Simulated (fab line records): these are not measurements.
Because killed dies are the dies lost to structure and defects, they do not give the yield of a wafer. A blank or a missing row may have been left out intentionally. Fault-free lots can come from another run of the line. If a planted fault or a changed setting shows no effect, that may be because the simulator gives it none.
One fault seen from 2 desks | flow sky130 | each desk holds nothing but its own numbers, with what lay behind them at the end

## METROLOGY DESK
What the gauges read for every lot (on any tool): the sampled wafers with a number, averaged. Marked OUT: a lot whose mean sits more than 4 standard deviations from the usual mean, which makes it out of limits; the brackets give that distance.
Columns: A = VIA4_OVL at SKY_VIA4_OVL_MEAS_11, usual -1.1 nm; B = PASSIVATION_CVD_02_THK at SKY_PASSIVATION_THK_MEAS_03, usual 541 nm
lot  | first seen here | A    | B
L950 | day 42 06:52    | 0.5  | 536
L951 | day 43 03:52    | -2.4 | 535
L953 | day 44 02:05    | -2.1 | 540
L955 | day 44 18:51    | -1.6 | 549
L956 | day 45 06:42    | -2.3 | 546
L958 | day 45 08:00    | -2.5 | 604 (+9.4) OUT
L959 | day 45 12:58    | -1.4 | 535
L963 | day 46 21:44    | 0.0  | 543
L961 | day 47 01:54    | 1.7  | 604 (+9.4) OUT
L970 | day 48 04:45    | 0.2  | 536
L971 | day 48 05:35    | -1.6 | 543
This desk reports L958, L961 out of limits; the earliest was L958 at day 46 07:49 (PASSIVATION_CVD_02_THK at SKY_PASSIVATION_THK_MEAS_03). L950, L951, L953, L955, L956, L959, L963, L970, L971: within limits.

## AT THE TOOL OWNER'S DESK: pecvd-01
The tool's own readings at SKY_PASSIVATION_CVD_02 (deposits Si3N4, target thk 540 nm): means of the sampled wafers that have a number, for each lot that ran on this tool. Marked OUT: a lot whose mean sits more than 4 standard deviations from the usual mean, which makes it out of limits; the brackets give that distance.
Columns: A = heater power w at SKY_PASSIVATION_CVD_02, usual 722 W; B = rf fwd power W at SKY_PASSIVATION_CVD_02, usual 449.2 W
lot  | first seen here | A   | B
L953 | day 45 01:41    | 728 | 449.6
L955 | day 45 18:32    | 782 | 448.9
L958 | day 46 07:35    | 772 | 629.5 (+99 or more) OUT
L961 | day 48 00:30    | 735 | 628.0 (+99 or more) OUT
This desk finds L958, L961 out of limits, L958 being first, at day 46 07:35 (rf fwd power W at SKY_PASSIVATION_CVD_02). L953, L955: within limits.

## TAKEN TOGETHER
An alarm could have come from the tool owner's desk at day 46 07:35, on L958, L961.
Metrology desk: alarm possible at day 46 07:49 on L958, L961.
All the named lots went through SKY_PASSIVATION_CVD_02 on pecvd-01.

## WHAT THE SIMULATOR HAD PUT IN
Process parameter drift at SKY_PASSIVATION_CVD_02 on pecvd-01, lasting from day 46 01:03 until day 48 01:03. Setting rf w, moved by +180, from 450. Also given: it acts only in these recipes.
Lots struck among those shown: L958, L961.
Counting hours from when the fault started, the first reading out of limits came at 7 for the tool owner's desk and at 7 for the metrology desk.
